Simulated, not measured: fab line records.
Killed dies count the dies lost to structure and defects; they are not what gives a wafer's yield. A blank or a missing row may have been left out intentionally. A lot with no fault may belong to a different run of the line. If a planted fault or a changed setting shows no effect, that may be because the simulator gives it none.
Matching of chambers || flow gf180mcu || 4 sister chambers for GF_V2_CMP_26 on cmp-02
The step polishes, stops on SiO2, t overpolish 15 s, target thk 0 nm. 18 wafers are shown with their chamber, then 9 later ones without.

WAFERS WITH THEIR CHAMBER
{"wafer": "L314.3", "chamber": 2, "motor current A (A)": 9.7, "time to endpoint s (s)": 84.3, "head pressure psi (psi)": 3.499}
{"wafer": "L314.4", "chamber": 1, "motor current A (A)": 10.3, "time to endpoint s (s)": 86.7, "head pressure psi (psi)": 3.502}
{"wafer": "L314.6", "chamber": 2, "motor current A (A)": 10.1, "time to endpoint s (s)": 86.9, "head pressure psi (psi)": 3.498}
{"wafer": "L319.3", "chamber": 3, "motor current A (A)": 11.6, "time to endpoint s (s)": 84.6, "head pressure psi (psi)": 3.498}
{"wafer": "L319.4", "chamber": 0, "motor current A (A)": 10.8, "time to endpoint s (s)": 82.7, "head pressure psi (psi)": 3.501}
{"wafer": "L319.5", "chamber": 2, "motor current A (A)": 10.4, "time to endpoint s (s)": 81.1, "head pressure psi (psi)": 3.502}
{"wafer": "L321.2", "chamber": 1, "motor current A (A)": 10.2, "time to endpoint s (s)": 86.7, "head pressure psi (psi)": 3.499}
{"wafer": "L321.3", "chamber": 2, "motor current A (A)": 9.8, "time to endpoint s (s)": 82.0, "head pressure psi (psi)": 3.498}
{"wafer": "L321.4", "chamber": 0, "motor current A (A)": 11.2, "time to endpoint s (s)": 85.5, "head pressure psi (psi)": 3.492}
{"wafer": "L322.3", "chamber": 0, "motor current A (A)": 11.3, "time to endpoint s (s)": 89.1, "head pressure psi (psi)": 3.500}
{"wafer": "L322.4", "chamber": 1, "motor current A (A)": 10.7, "time to endpoint s (s)": 86.6, "head pressure psi (psi)": 3.503}
{"wafer": "L322.5", "chamber": 0, "motor current A (A)": 11.2, "time to endpoint s (s)": 87.8, "head pressure psi (psi)": 3.505}
{"wafer": "L323.1", "chamber": 3, "motor current A (A)": 11.3, "time to endpoint s (s)": 82.5, "head pressure psi (psi)": 3.498}
{"wafer": "L323.2", "chamber": 2, "motor current A (A)": 10.7, "time to endpoint s (s)": 80.0, "head pressure psi (psi)": 3.490}
{"wafer": "L323.3", "chamber": 0, "motor current A (A)": 10.7, "time to endpoint s (s)": 86.6, "head pressure psi (psi)": 3.506}
{"wafer": "L324.2", "chamber": 1, "motor current A (A)": 10.8, "time to endpoint s (s)": 83.6, "head pressure psi (psi)": 3.504}
{"wafer": "L324.3", "chamber": 0, "motor current A (A)": 11.5, "time to endpoint s (s)": 81.6, "head pressure psi (psi)": 3.483}
{"wafer": "L324.4", "chamber": 2, "motor current A (A)": 10.5, "time to endpoint s (s)": 77.4, "head pressure psi (psi)": 3.503}

SIGNATURES (means of the wafers above)
{"reading": "motor current A", "chamber 0": 11.117, "chamber 1": 10.500, "chamber 2": 10.200, "chamber 3": 11.450, "scatter within a chamber": 0.335}
{"reading": "time to endpoint s", "chamber 0": 85.550, "chamber 1": 85.900, "chamber 2": 81.950, "chamber 3": 83.550, "scatter within a chamber": 2.76}
{"reading": "head pressure psi", "chamber 0": 3.49783, "chamber 1": 3.50200, "chamber 2": 3.49833, "chamber 3": 3.49800, "scatter within a chamber": 0.00601}
Rule: a wafer lies at a distance from a chamber equal to the root of the sum of squares, over the readings, of (its reading less the chamber's mean, divided by the reading's scatter). If the next closest chamber is less than 2 further off than the closest, the wafer can't be placed; otherwise it belongs to the closest. The scatter: the root of (the sum of the squares of (reading less its chamber's mean) over the shown wafers, divided by (wafers less chambers)).

WAFERS WITH NO CHAMBER GIVEN
{"wafer": "L328.3", "motor current A (A)": 11.2, "time to endpoint s (s)": 87.3, "head pressure psi (psi)": 3.507}
{"wafer": "L328.4", "motor current A (A)": 10.7, "time to endpoint s (s)": 87.1, "head pressure psi (psi)": 3.502}
{"wafer": "L328.5", "motor current A (A)": 11.2, "time to endpoint s (s)": 85.9, "head pressure psi (psi)": 3.499}
{"wafer": "L330.1", "motor current A (A)": 10.9, "time to endpoint s (s)": 86.0, "head pressure psi (psi)": 3.496}
{"wafer": "L330.2", "motor current A (A)": 9.8, "time to endpoint s (s)": 83.0, "head pressure psi (psi)": 3.496}
{"wafer": "L330.4", "motor current A (A)": 10.0, "time to endpoint s (s)": 85.4, "head pressure psi (psi)": 3.505}
{"wafer": "L333.2", "motor current A (A)": 11.3, "time to endpoint s (s)": 85.6, "head pressure psi (psi)": 3.500}
{"wafer": "L333.3", "motor current A (A)": 10.5, "time to endpoint s (s)": 83.3, "head pressure psi (psi)": 3.496}
{"wafer": "L333.5", "motor current A (A)": 10.5, "time to endpoint s (s)": 83.0, "head pressure psi (psi)": 3.495}

CHAMBER TAKEN BY EACH
{"wafer": "L328.3", "from the rows above": "can't be placed: 0 or 3 or 1", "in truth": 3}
{"wafer": "L328.4", "from the rows above": "can't be placed: 1 or 0 or 2 or 3", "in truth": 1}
{"wafer": "L328.5", "from the rows above": "can't be placed: 0 or 3 or 1", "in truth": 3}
{"wafer": "L330.1", "from the rows above": "can't be placed: 0 or 1 or 3 or 2", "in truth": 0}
{"wafer": "L330.2", "from the rows above": "can't be placed: 2 or 1", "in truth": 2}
{"wafer": "L330.4", "from the rows above": "can't be placed: 1 or 2 or 0", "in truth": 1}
{"wafer": "L333.2", "from the rows above": "can't be placed: 0 or 3 or 1", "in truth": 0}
{"wafer": "L333.3", "from the rows above": "can't be placed: 2 or 1 or 0 or 3", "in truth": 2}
{"wafer": "L333.5", "from the rows above": "can't be placed: 2 or 1 or 0 or 3", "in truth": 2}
Placed correctly: 0 of 9. Unplaceable from these rows: 9, with the true chamber sitting among the candidates in 9. 0 placed wrongly.
